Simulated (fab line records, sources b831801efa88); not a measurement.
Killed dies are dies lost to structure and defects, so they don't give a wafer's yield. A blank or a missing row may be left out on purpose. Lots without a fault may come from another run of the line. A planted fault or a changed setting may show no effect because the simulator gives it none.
fab line records | flow sky130
record lots=6 wafers=18 last_day=50
route steps=708 shown VT_ADJUST_PCH@148 SONOS_TUNNEL@154 PAD_OPEN@708
lots that met no fault: from a run of the same line without faults
start_h: hours from the record's first day to the start of the lot's first wafer shown | wait_h: hours since the lot's step before | " the same as in the row above | L1.1+2: a row that stands for several wafers | - no value, or no start given | * or withheld: withheld | < > ~ a bound
route shown NAME@n: a module of which the file shows steps, and the number in the route of the first | usual: mean/standard deviation of fault-free wafers | same: alike in all rows | chamber/n: place in a boat | sites: the reading at each site | _std_site: their standard deviation | _edge_site: outer sites' mean less inner sites' | radius_mm: how far each site lies from the wafer's centre | mask NAME#n: copy n | behind: the tool/chamber that last shaped the wafer | hold: why the lot was held/for how many hours/how that ended | device: the transistor (n, p or np) that didn't switch | end of line: the same wafers' tests at the end of the route | a step without rows: its recipe alone | killed: dies lost to structure and defects at the first sort, not the wafer's yield | map: a wafer's dies, x killed, . not, _ none there
set.NAME: the setting as run; set.NAME@STEP: as run at that earlier step | model.NAME: the simulator's own value behind a step, which no gauge read
lots at some steps of the route; a table a step, a row a wafer
services: from which hour (start_h, from the record's first day; less than 0 if before it) a tool's chamber was out of use, for how many hours, and why
## steps
# step SKY_VT_ADJUST_PCH_PEB_05
# recipe temp_c=115 time_s=withheld
# step SKY_VT_ADJUST_PCH_DEVELOP_06
# recipe wall_angle_deg=90 developer=TMAH develop_time_s=60 dev_temp_c=23
# step SKY_VT_ADJUST_PCH_OVL_MEAS_07
# usual VT_ADJUST_PCH_OVL=0.7/1.3
# columns lot.wafer tool chamber start_h wait_h VT_ADJUST_PCH_OVL[nm]
L524.1 overlay-02 - 258.60 - -1.7
L524.3 " - " " -0.5
L524.4 " - " " -0.8
L528.1 overlay-02 - 287.29 - -0.2
L528.3 " - " " 1.4
L528.5 " - " " -0.5
L529.4 overlay-02 - 294.41 - 1.0
L529.5 " - " " 1.3
L529.6 " - " " 1.6
L537.4 overlay-02 - 371.67 - 2.8
L537.5 " - " " 0.0
L537.6 " - " " 0.7
L540.3 overlay-02 - 385.36 - 1.8
L540.4 " - " " 2.9
L540.6 " - " " 1.4
L542.1 overlay-01 - 404.49 - 0.0
L542.2 " - " " 1.0
L542.3 " - " " -0.3
# step SKY_VT_ADJUST_PCH_IMPLANT_08
# recipe species=B energy_kev=10 dose_cm2=5e+11 tilt_deg=withheld
# step SKY_VT_ADJUST_PCH_STRIP_09
# recipe chemistry=O2/N2 power_w=1400 pressure_mtorr=1500 platen_temp_c=withheld o2_flow_sccm=3000 n2_flow_sccm=300 overash_fraction=0.5
# usual drypump_motor_current_A=6.17/0.24 oes_product_au=0.722/0.0044 strip_time_to_endpoint_s=36.97/0.11
# columns lot.wafer tool chamber start_h wait_h drypump_motor_current_A oes_product_au rf_hours_counter_h strip_time_to_endpoint_s
L524.1 plasma_asher-03 1 258.79 0.1 6.33 0.715 59 36.87
L524.3 " 0 " " 5.70 0.717 - 37.02
L524.4 " 1 " " 6.31 0.725 - 36.81
L528.1 plasma_asher-01 0 287.48 0.1 6.27 0.719 18 36.80
L528.3 " 1 " " 6.46 0.724 - 36.95
L528.5 " 0 " " 6.26 0.726 - 36.74
L529.4 plasma_asher-01 1 294.61 0.1 6.38 0.721 - 37.08
L529.5 " 1 " " 6.39 0.722 - 37.14
L529.6 " 0 " " 6.30 0.725 - 37.16
L537.4 plasma_asher-02 0 371.87 0.1 5.84 0.720 - 36.97
L537.5 " 0 " " 5.81 0.716 - 36.91
L537.6 " 1 " " 6.16 0.722 - 36.95
L540.3 plasma_asher-01 0 385.57 0.1 6.26 0.728 - 36.90
L540.4 " 1 " " 6.37 0.726 - 36.87
L540.6 " 1 " " 6.33 0.720 - 36.86
L542.1 plasma_asher-02 0 404.68 0.1 5.88 0.717 57 36.90
L542.2 " 1 " " 6.18 0.732 57 37.03
L542.3 " 1 " " 6.18 0.719 - 37.01
# step SKY_VT_ADJUST_PCH_TW_MEAS_10
# usual VT_ADJUST_PCH_TW=143.4/2.2
# columns lot.wafer tool chamber start_h wait_h VT_ADJUST_PCH_TW
L524.1 film_metro-04 - 258.89 0.1 145.8
L524.3 " - " " 146.0
L524.4 " - " " 146.6
L528.1 film_metro-04 - 287.58 0.1 146.8
L528.3 " - " " 145.4
L528.5 " - " " 146.0
L529.4 film_metro-01 - 294.71 0.1 143.0
L529.5 " - " " 142.4
L529.6 " - " " 143.1
L537.4 film_metro-03 - 371.97 0.1 141.4
L537.5 " - " " 142.1
L537.6 " - " " 141.7
L540.3 film_metro-03 - 385.66 0.1 141.1
L540.4 " - " " 140.2
L540.6 " - " " 141.3
L542.1 film_metro-04 - 404.78 0.1 146.6
L542.2 " - " " 146.3
L542.3 " - " " 146.9
# step SKY_SONOS_TUNNEL_DEHYDRATE_00
# recipe temp_c=200 time_s=60
# step SKY_SONOS_TUNNEL_HMDS_01
# recipe prime_time_s=60 prime_temp_c=120
# step SKY_SONOS_TUNNEL_COAT_02
# recipe resist=NOVOLAK spin_rpm=3000 resist_thk_nm=1140
# step SKY_SONOS_TUNNEL_SOFTBAKE_03
# recipe temp_c=90 time_s=60 resist=NOVOLAK
# step SKY_SONOS_TUNNEL_EXPOSE_04
# recipe mask_id=TUNM na=0.6 source_shape=conventional sigma_outer=0.6 polarization=unpolarized target_cd_nm=410 dose_mj=136
# step SKY_SONOS_TUNNEL_PEB_05
# recipe temp_c=withheld time_s=* resist=NOVOLAK
# step SKY_SONOS_TUNNEL_DEVELOP_06
# recipe resist=NOVOLAK developer=TMAH develop_time_s=60 dev_temp_c=23
# usual developer_temp_C=23.00/0.12
# columns lot.wafer tool chamber start_h wait_h developer_temp_C
L524.1 litho_track-03 0 282.79 0.1 23.12
L524.3 " 0 " " 23.12
L524.4 " 0 " " 23.09
L528.1 litho_track-02 0 314.01 0.1 23.05
L528.3 " 0 " " 23.01
L528.5 " 0 " " 23.10
L529.4 litho_track-02 0 319.73 0.1 22.91
L529.5 " 0 " " 22.94
L529.6 " 0 " " 23.02
L537.4 litho_track-02 0 401.03 0.1 23.06
L537.5 " 0 " " 23.07
L537.6 " 0 " " 23.00
L540.3 litho_track-01 0 415.25 0.1 23.03
L540.4 " 0 " " 23.20
L540.6 " 0 " " 22.98
L542.1 litho_track-03 0 434.93 0.1 23.07
L542.2 " 0 " " 23.33
L542.3 " 0 " " 23.20
# step SKY_SONOS_TUNNEL_CD_MEAS_07
# recipe target_cd_nm=410
# usual cd_nm=410.1/2.8
# columns lot.wafer tool chamber start_h wait_h cd_nm
L524.1 cd_sem-01 - 282.94 0.1 414.2
L524.3 " - " " 414.0
L524.4 " - " " 414.2
L528.1 cd_sem-01 - 314.26 0.2 316.0
L528.3 " - " " 317.7
L528.5 " - " " 318.0
L529.4 cd_sem-02 - 319.87 0.1 323.1
L529.5 " - " " 323.2
L529.6 " - " " 324.4
L537.4 cd_sem-01 - 401.16 0.1 407.5
L537.5 " - " " 409.0
L537.6 " - " " 408.8
L540.3 cd_sem-01 - 415.39 0.1 411.1
L540.4 " - " " 412.0
L540.6 " - " " 407.2
L542.1 cd_sem-02 - 435.08 0.1 408.7
L542.2 " - " " 407.6
L542.3 " - " " 406.5
# step SKY_SONOS_TUNNEL_OVL_MEAS_08
# usual SONOS_TUNNEL_OVL=-0.4/1.3
# columns lot.wafer tool chamber start_h wait_h SONOS_TUNNEL_OVL[nm]
L524.1 overlay-02 - 283.06 0.1 -1.3
L524.3 " - " " -2.1
L524.4 " - " " -2.7
L528.1 overlay-02 - 314.38 0.1 0.7
L528.3 " - " " -1.6
L528.5 " - " " -0.6
L529.4 overlay-02 - 319.94 0.1 1.3
L529.5 " - " " 0.0
L529.6 " - " " 1.3
L537.4 overlay-02 - 401.24 0.1 -1.5
L537.5 " - " " -0.4
L537.6 " - " " -0.5
L540.3 overlay-01 - 415.48 0.1 -1.7
L540.4 " - " " -0.4
L540.6 " - " " 0.2
L542.1 overlay-01 - 435.20 0.1 0.2
L542.2 " - " " -1.8
L542.3 " - " " -1.1
# step SKY_PAD_OPEN_PROBE_99
# usual killed_at_M0_to_M3=43/7.3 killed_at_M4_up=3.4/1.7 killed_at_contacts=24/4.5 killed_at_front_end=16/4.4 killed_at_other=0.2/0.51 killed_dies=86/9.7 killed_open=46/6.6 killed_short=39/7.1
# same gross_dies=492 killed_at_back_side=0
# columns lot.wafer tool chamber start_h wait_h killed_at_M0_to_M3 killed_at_M4_up killed_at_contacts killed_at_front_end killed_at_other killed_dies killed_open killed_short model.etest.sonos_uncharged.vt_v
L524.1 prober-01 - 1101.54 0.1 42 2 36 12 1 93 51 41 -0.3878
L524.3 prober-01 - 1101.64 0.2 49 3 18 17 0 87 52 35 -0.4326
L524.4 prober-01 - 1101.69 0.2 39 6 27 17 1 90 43 47 -0.4238
L528.1 prober-01 - 1124.16 0.1 33 5 23 21 0 82 47 35 -0.4647
L528.3 prober-01 - 1124.26 0.2 47 3 17 20 1 88 50 38 -0.4833
L528.5 prober-01 - 1124.36 0.2 57 3 21 15 0 96 51 44 -0.4879
L529.4 prober-01 - 1130.06 0.2 32 4 22 12 1 71 46 24 -0.4965
L529.5 prober-01 - 1130.11 0.2 49 3 28 14 1 95 47 47 -0.4504
L529.6 prober-01 - 1130.16 0.2 42 2 26 18 0 88 56 32 -0.4576
L537.4 prober-01 - 1185.44 0.2 39 5 22 18 0 84 44 38 -0.4462
L537.5 prober-01 - 1185.49 0.2 49 3 21 17 0 90 54 36 -0.3935
L537.6 prober-01 - 1185.54 0.2 53 1 26 16 0 96 53 42 -0.4329
L540.3 prober-01 - 1191.30 0.3 33 5 26 15 0 79 44 35 -0.4103
L540.4 prober-01 - 1191.35 0.3 32 1 22 20 0 75 39 36 -0.4109
L540.6 prober-01 - 1191.45 0.3 48 2 29 10 0 89 52 37 -0.4542
L542.1 prober-01 - 1203.05 0.1 36 5 22 20 0 83 40 41 -0.4399
L542.2 prober-01 - 1203.10 0.1 41 8 25 12 0 86 48 38 -0.3916
L542.3 prober-01 - 1203.15 0.2 42 3 29 17 0 91 48 42 -0.4127
# killed by level:class
L524.1 CONTACT:geometric_particle:open=20 VIA1:geometric_particle:open=9 METAL1:geometric_particle:short=9 POLY_GATE:geometric_particle:open=7 LOCAL_INTERCONNECT:geometric_particle:short=6 CONTACT:geometric_particle:short=5 LI_CONTACT:geometric_particle:open=4 VIA1:geometric_particle:short=4
L524.3 CONTACT:geometric_particle:open=11 VIA1:geometric_particle:open=11 FIELD_ISO:geometric_particle:open=8 VIA1:geometric_particle:short=7 FIELD_ISO:geometric_particle:short=5 VIA2:geometric_particle:open=5 VIA3:geometric_particle:open=5 METAL1:geometric_particle:short=4
L524.4 CONTACT:geometric_particle:open=11 VIA2:geometric_particle:open=7 VIA1:geometric_particle:open=6 CONTACT:geometric_particle:short=6 METAL1:geometric_particle:short=6 METAL4:geometric_particle:short=6 VIA1:geometric_particle:short=5 FIELD_ISO:geometric_particle:short=4
L528.1 VIA1:geometric_particle:open=12 CONTACT:geometric_particle:open=8 POLY_GATE:geometric_particle:open=6 CONTACT:geometric_particle:short=6 VIA2:geometric_particle:open=6 POLY_GATE:geometric_particle:short=5 FIELD_ISO:geometric_particle:short=4 FIELD_ISO:geometric_particle:open=4
L528.3 VIA1:geometric_particle:open=13 VIA1:geometric_particle:short=9 FIELD_ISO:geometric_particle:short=7 CONTACT:geometric_particle:open=7 FIELD_ISO:geometric_particle:open=5 VIA2:geometric_particle:open=5 METAL1:geometric_particle:short=4 POLY_GATE:geometric_particle:open=3
L528.5 VIA1:geometric_particle:open=20 LI_CONTACT:geometric_particle:open=7 CONTACT:geometric_particle:short=6 VIA2:geometric_particle:open=6 CONTACT:geometric_particle:open=6 METAL1:geometric_particle:short=6 FIELD_ISO:geometric_particle:short=5 VIA2:geometric_particle:short=5
L529.4 CONTACT:geometric_particle:open=11 VIA1:geometric_particle:open=11 VIA3:geometric_particle:open=7 LI_CONTACT:geometric_particle:open=5 METAL4:geometric_particle:short=4 FIELD_ISO:geometric_particle:open=3 FIELD_ISO:geometric_particle:short=3 POLY_GATE:geometric_particle:open=3
L529.5 VIA1:geometric_particle:open=8 CONTACT:geometric_particle:open=8 METAL2:geometric_particle:short=8 LI_CONTACT:geometric_particle:open=7 VIA2:geometric_particle:open=7 CONTACT:geometric_particle:short=6 VIA3:geometric_particle:short=6 METAL1:geometric_particle:short=5
L529.6 CONTACT:geometric_particle:open=14 VIA1:geometric_particle:open=13 FIELD_ISO:geometric_particle:short=7 VIA2:geometric_particle:open=6 POLY_GATE:geometric_particle:open=4 SPACER:geometric_particle:open=4 LI_CONTACT:geometric_particle:open=4 LOCAL_INTERCONNECT:geometric_particle:short=4
L537.4 VIA1:geometric_particle:open=16 LI_CONTACT:geometric_particle:open=7 METAL1:geometric_particle:short=6 POLY_GATE:geometric_particle:short=5 CONTACT:geometric_particle:open=5 METAL2:geometric_particle:short=5 POLY_GATE:geometric_particle:open=4 CONTACT:geometric_particle:short=4
L537.5 VIA3:geometric_particle:open=12 CONTACT:geometric_particle:open=10 VIA2:geometric_particle:open=8 VIA1:geometric_particle:open=6 FIELD_ISO:geometric_particle:open=5 METAL2:geometric_particle:short=5 METAL1:geometric_particle:short=5 POLY_GATE:geometric_particle:open=4
L537.6 VIA1:geometric_particle:open=16 LI_CONTACT:geometric_particle:open=9 METAL1:geometric_particle:short=8 CONTACT:geometric_particle:short=7 VIA3:geometric_particle:open=7 CONTACT:geometric_particle:open=4 VIA1:geometric_particle:short=4 METAL2:geometric_particle:short=4
L540.3 CONTACT:geometric_particle:open=13 VIA1:geometric_particle:open=11 CONTACT:geometric_particle:short=7 LI_CONTACT:geometric_particle:open=6 FIELD_ISO:geometric_particle:short=4 METAL2:geometric_particle:short=4 VIA2:geometric_particle:open=4 FIELD_ISO:geometric_particle:open=3
L540.4 CONTACT:geometric_particle:open=10 FIELD_ISO:geometric_particle:open=5 POLY_GATE:geometric_particle:open=5 LOCAL_INTERCONNECT:geometric_particle:short=5 METAL2:geometric_particle:short=5 METAL1:geometric_particle:short=4 VIA1:geometric_particle:short=4 VIA1:geometric_particle:open=4
L540.6 VIA1:geometric_particle:open=13 CONTACT:geometric_particle:open=12 VIA2:geometric_particle:open=10 LI_CONTACT:geometric_particle:open=7 FIELD_ISO:geometric_particle:short=6 VIA1:geometric_particle:short=6 CONTACT:geometric_particle:short=5 METAL1:geometric_particle:short=5
L542.1 VIA1:geometric_particle:open=11 CONTACT:geometric_particle:short=6 VIA1:geometric_particle:short=6 VIA2:geometric_particle:open=6 CONTACT:geometric_particle:open=5 FIELD_ISO:geometric_particle:open=4 POLY_GATE:geometric_particle:short=4 POLY_GATE:geometric_particle:open=4
L542.2 VIA1:geometric_particle:open=11 CONTACT:geometric_particle:open=9 METAL2:geometric_particle:short=9 VIA2:geometric_particle:open=6 LI_CONTACT:geometric_particle:open=6 CONTACT:geometric_particle:short=5 VIA1:geometric_particle:short=4 METAL4:geometric_particle:short=4
L542.3 VIA1:geometric_particle:open=9 CONTACT:geometric_particle:short=9 CONTACT:geometric_particle:open=9 VIA2:geometric_particle:open=8 LI_CONTACT:geometric_particle:open=7 FIELD_ISO:geometric_particle:short=6 METAL1:geometric_particle:short=6 METAL2:geometric_particle:short=6
## services
# columns tool chamber start_h hours kind
plasma_asher-02 - 271.41 2.8 pm
plasma_asher-03 - 274.26 3.3 repair
plasma_asher-03 - 321.76 4.3 pm
plasma_asher-03 - 344.81 0.4 repair
plasma_asher-03 - 379.85 14.3 repair
plasma_asher-03 - 421.25 9.0 pm
plasma_asher-03 0 421.25 9.0 vent_cycle
plasma_asher-03 1 421.25 9.0 vent_cycle
plasma_asher-03 0 430.25 - clean
plasma_asher-03 1 430.25 - clean
## key
first_sign step=SKY_SONOS_TUNNEL_CD_MEAS_07 reading=cd_nm direction=down sigmas=32 usual=410.1 struck=320.4
effect none on later readings
model_effect step=SKY_PAD_OPEN_PROBE_99 value=etest.sonos_uncharged.vt_v without=-0.4361 struck=-0.4734
met_at SKY_SONOS_TUNNEL_DEVELOP_06
struck_wafers L528.1,L528.3,L528.5,L529.4,L529.5,L529.6
tester_left_out L528,L529
fault kind=process_parameter_drift tool=litho_track-02 chamber=- onset_h=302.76 steps=SKY_SONOS_TUNNEL_DEVELOP_06 channel=develop_time_s offset=* shape=step end_h=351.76 acts_in=* stated=*
# tester_left_out: of these lots the tester's yield and bins aren't shown, on N5 and GAA mostly nor the transistor test; their killed dies are dies lost to structure and defects alone, not to doping, threshold or leakage, so they don't give the yield
